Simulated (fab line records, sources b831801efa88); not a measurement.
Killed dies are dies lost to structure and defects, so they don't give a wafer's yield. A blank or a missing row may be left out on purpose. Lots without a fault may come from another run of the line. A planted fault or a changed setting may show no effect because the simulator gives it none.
A struck lot beside a sound one | flow sky130 | 16 steps out of a route of 708
Sound: wafers L324.2, L324.3, L324.5. Struck: wafer L329.5. (L329.1, L329.4 of the same lot were not struck and are left out.) The cause comes at the end.
At each step with rows: each side's tool, then ch and its chambers, then its first start. Under that, the readings that differ: sound wafers | struck wafers | difference of the means | sigmas: that difference in standard deviations of wafers without a fault.
alike: readings whose means differ by less than 2 such deviations, and words and numbers that are the same on both sides. not compared: withheld readings, readings that some wafer has no value for, bounds like >300 that may hide the same value, and numbers for which the record gives no deviation and whose values overlap.
The two part at a step that has a row with sigmas, a row that says differs or no value, or rows on one side only. Numbers that don't overlap but have no deviation are shown without sigmas and don't part them. A reading that every wafer of one side lacks parts them only if that side has two wafers or more.

first, 2 steps without rows for these wafers: SKY_METAL4_PEB_11; SKY_METAL4_DEVELOP_12 (develop time 60 s).
SKY_METAL4_CD_MEAS_13: target cd 300 nm.
  sound on cd_sem-01, day 43 08:08; struck on cd_sem-01, day 44 20:55
  alike: cd_nm
SKY_METAL4_OVL_MEAS_14:
  sound on overlay-02, day 43 08:14; struck on overlay-01, day 44 21:02
  alike: METAL4_OVL
SKY_METAL4_DESCUM_15: chemistry O2, time 8 s.
  sound on rie_metal-01 ch 0,1, day 43 08:16; struck on rie_metal-03 ch 0, day 44 21:04
  alike: drypump_motor_current_A, oes_product_au
  not compared: rf_hours_counter_h
then, 1 step without rows for these wafers: SKY_METAL4_ETCH_16 (etches BARC in N2/H2, stops on SiO2, time 88.2 s, target depth 60 nm).
SKY_METAL4_ETCH_17: etches SiO2 in C4F8/O2/Ar, stops on TiN, time 3.9 s, target depth 15 nm.
  sound on rie_diel-02 ch 1,3, day 43 08:23; struck on rie_diel-01 ch 0, day 44 21:11
  alike: oes_product_au
  not compared: rf_hours_counter_h
SKY_METAL4_METAL_ETCH_18: etches the open film in Cl2/BCl3, stops on SiO2, target depth 845 nm, time 183.1 s.
  sound on rie_metal-04 ch 1, day 43 08:25; struck on rie_metal-04 ch 1, day 44 21:13
  alike: drypump_motor_current_A, oes_product_au, throttle_valve_pct
  not compared: rf_hours_counter_h
SKY_METAL4_STRIP_19: strips in O2/N2.
  sound on plasma_asher-01 ch 1, day 43 08:35; struck on plasma_asher-02 ch 0, day 44 21:23
  alike: drypump_motor_current_A, oes_product_au, strip_time_to_endpoint_s
  not compared: rf_hours_counter_h
then, 3 steps without rows for these wafers: SKY_METAL4_STRIP_20 (strips in post etch residue remover, time 1200 s); SKY_METAL4_CLEAN_21 (cleans in IPA, time 180 s); SKY_METAL4_CLEAN_22 (cleans in O3/DIW).
SKY_VIA4_HDPCVD_00: deposits SiO2, target thk 1750 nm, time 291.7 s.
  sound on hdpcvd-02 ch 0,1,2, day 43 09:13; struck on hdpcvd-02 ch 2, day 44 21:59
  reading                                  | sound          | struck | difference | sigmas
  model.SiO2_of_VIA4_HDPCVD_00.thk_nm (nm) | 1766 1780 1767 | 2759   | +988       |
SKY_VIA4_THK_MEAS_01:
  sound on film_metro-04, day 43 09:24; struck on film_metro-01, day 44 22:10
  reading              | sound          | struck | difference | sigmas
  VIA4_HDPCVD_THK (nm) | 1765 1781 1766 | 2758   | +987       | +58
SKY_VIA4_CMP_02: polishes SiO2.
  sound on cmp-02 ch 1,2, day 43 09:39; struck on cmp-01 ch 2, day 44 22:13
  reading             | sound          | struck | difference | sigmas
  motor_current_A (A) | 10.3 11.2 11.2 | 15.0   | +4.1       | +3
  alike: head_pressure_psi
-- the record jumps here: 4 days lie between the struck wafers' starts before and after (it left off in module VIA4 and takes up again in module PAD_OPEN, whose first step shown is number 708 of the route) --
SKY_PAD_OPEN_PROBE_99:
  sound on prober-01, day 47 05:55; struck on prober-02, day 48 14:37
  reading               | sound       | struck | difference | sigmas
  sort_bin_6_memory (%) | 7.1 6.3 6.5 | 8.9    | +2.3       | +2
  alike: defect_limited_yield, killed_at_M0_to_M3, killed_at_M4_up, killed_at_contacts, killed_at_front_end, killed_at_other, killed_dies, killed_open, killed_short, sort_bin_3_pad_short, sort_bin_5_function, sort_n_pass, sort_yield_pct

WHERE THEY PART
First at SKY_VIA4_THK_MEAS_01; last, within this record, at SKY_PAD_OPEN_PROBE_99.

WHY: what the simulator had put in
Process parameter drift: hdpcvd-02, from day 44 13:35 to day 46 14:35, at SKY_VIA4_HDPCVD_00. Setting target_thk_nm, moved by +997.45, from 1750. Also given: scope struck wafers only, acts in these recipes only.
